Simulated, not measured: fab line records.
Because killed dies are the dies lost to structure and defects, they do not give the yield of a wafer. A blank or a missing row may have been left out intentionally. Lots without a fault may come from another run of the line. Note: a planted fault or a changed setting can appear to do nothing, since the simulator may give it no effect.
Which tool did it? | flow gf180mcu | 15 lots, 42 wafers sampled, at 3 steps of a route of 602

WHAT THE GAUGES SHOWED, per wafer
GF_V4_OVL_MEAS_15.
lot  | measured     | on         | V4_OVL (nm)
L279 | day 24 04:59 | overlay-01 | -7 -1 -2
L280 | day 24 06:34 | overlay-01 | 1 -10 2
L281 | day 24 22:13 | overlay-01 | 1 1 -3
L282 | day 25 07:01 | overlay-01 | 9 8 8
L283 | day 25 17:16 | overlay-02 | -1 6 -5
L284 | day 25 23:25 | overlay-01 | 7 3 2
L285 | day 26 11:04 | overlay-01 | 7 2 4
L292 | day 28 17:48 | overlay-02 | -6 3
L293 | day 28 19:43 | overlay-01 | 11 18
L294 | day 29 12:22 | overlay-02 | -5 9
L296 | day 30 02:00 | overlay-01 | 0 6 5
L297 | day 30 06:25 | overlay-01 | 12 0 2
L299 | day 30 20:40 | overlay-01 | 3 -2 7
L300 | day 31 01:46 | overlay-01 | -11 -4 -7
L301 | day 31 04:29 | overlay-02 | -7 -6 -7

EACH LOT AND THE TOOL THAT RAN IT (in order: tool; ch and the chambers of the sampled wafers; start)
lot  | GF_POLY_GATE_ETCH_13            | GF_V1_CVD_02
L279 | rieSi-02 ch 2,3, day 9 01:24    | pecvd-02 ch 0,1,2, day 16 21:14
L280 | rieSi-02 ch 0,1,3, day 9 04:47  | pecvd-01 ch 0,1, day 17 00:17
L281 | rieSi-01 ch 0,1,2, day 9 15:27  | pecvd-01 ch 0,1, day 17 13:55
L282 | rieSi-02 ch 0,1,2, day 10 01:42 | pecvd-04 ch 0,1,2, day 18 03:11
L283 | rieSi-01 ch 0,3, day 10 04:27   | pecvd-04 ch 0,1, day 18 11:11
L284 | rieSi-02 ch 0,2, day 10 11:12   | pecvd-02 ch 0,2, day 18 17:25
L285 | rieSi-02 ch 0,1,2, day 10 21:03 | pecvd-02 ch 0,2, day 19 08:22
L292 | rieSi-01 ch 0,2, day 13 00:24   | pecvd-02 ch 0,2, day 21 23:51
L293 | rieSi-01 ch 1,2, day 13 04:00   | pecvd-01 ch 0,1, day 22 03:29
L294 | rieSi-01 ch 0,1, day 13 19:14   | pecvd-02 ch 0,2, day 22 23:44
L296 | rieSi-02 ch 0,3, day 14 09:11   | pecvd-02 ch 0,1, day 23 15:55
L297 | rieSi-02 ch 0,2,3, day 14 15:15 | pecvd-01 ch 0,1, day 23 22:35
L299 | rieSi-02 ch 0,1,3, day 15 10:38 | pecvd-02 ch 0,1,2, day 24 15:40
L300 | rieSi-02 ch 0,1,2, day 15 16:57 | pecvd-02 ch 0,1,2, day 24 22:16
L301 | rieSi-02 ch 0,1,2, day 15 21:17 | pecvd-02 ch 1,2, day 25 01:56
- GF_POLY_GATE_ETCH_13: etches poly-Si in HBr/Cl2, stops on SiO2, target depth 198.5 nm, time 69.6 s.
- GF_V1_CVD_02: deposits SiO2 from TEOS, target thk 850 nm, time 94.851 s.

AS READ BY THE TOOLS THEMSELVES (means over the sampled wafers that have a number; for cases with no such wafer, the mark the record gives instead)
GF_POLY_GATE_ETCH_13.
lot  | tool     | drypumpMotorCurrentA (A) | oesProductAu (a.u.) | throttleValvePct (%)
L279 | rieSi-02 | 5.5                      | 0.988               | 33.681
L280 | rieSi-02 | 5.7                      | 0.989               | 33.689
L281 | rieSi-01 | 5.7                      | 0.991               | 33.687
L282 | rieSi-02 | 5.8                      | 0.984               | 33.683
L283 | rieSi-01 | 5.3                      | 0.997               | 33.690
L284 | rieSi-02 | 5.7                      | 0.990               | 33.678
L285 | rieSi-02 | 5.8                      | 0.989               | 33.681
L292 | rieSi-01 | 5.4                      | 0.999               | 33.681
L293 | rieSi-01 | 6.1                      | 0.999               | 33.684
L294 | rieSi-01 | 5.6                      | 0.992               | 33.681
L296 | rieSi-02 | 5.5                      | 0.989               | 33.688
L297 | rieSi-02 | 5.6                      | 0.989               | 33.675
L299 | rieSi-02 | 5.7                      | 0.985               | 33.679
L300 | rieSi-02 | 5.8                      | 0.987               | 33.677
L301 | rieSi-02 | 5.8                      | 0.982               | 33.685

GF_V1_CVD_02.
lot  | tool     | heaterPowerW (W)
L279 | pecvd-02 | 673
L280 | pecvd-01 | 722
L281 | pecvd-01 | 714
L282 | pecvd-04 | 639
L283 | pecvd-04 | 595
L284 | pecvd-02 | 698
L285 | pecvd-02 | 667
L292 | pecvd-02 | 611
L293 | pecvd-01 | 732
L294 | pecvd-02 | 594
L296 | pecvd-02 | 551
L297 | pecvd-01 | 688
L299 | pecvd-02 | 652
L300 | pecvd-02 | 652
L301 | pecvd-02 | 597

THE ANSWER, worked out from the rows above alone
Rule: usual is defined by the lots themselves. The widest of any qualifying gaps counts: lots, ordered by their means at a reading, are off when they make up no more than a third of the lots, leave a main group of 4 or more, and stand apart from it by 3 or more times the standard deviation of that group's means. If all means in a main group match to the digits the tables above print for the reading, that group is not used. Also off: a lot with no number at a reading for which 4 or more lots have one. Any other lot the step has rows for is counted as sound. The gauges are gone through in route order, then the tools' own readings, and for those a lot's mean is taken as printed above. At the first step where some lot is off, the reading lying furthest off is the one used; lots without a number count as furthest.
Nothing can be told from this: no lot is off at any reading shown.

WHAT THE SIMULATOR PUT IN
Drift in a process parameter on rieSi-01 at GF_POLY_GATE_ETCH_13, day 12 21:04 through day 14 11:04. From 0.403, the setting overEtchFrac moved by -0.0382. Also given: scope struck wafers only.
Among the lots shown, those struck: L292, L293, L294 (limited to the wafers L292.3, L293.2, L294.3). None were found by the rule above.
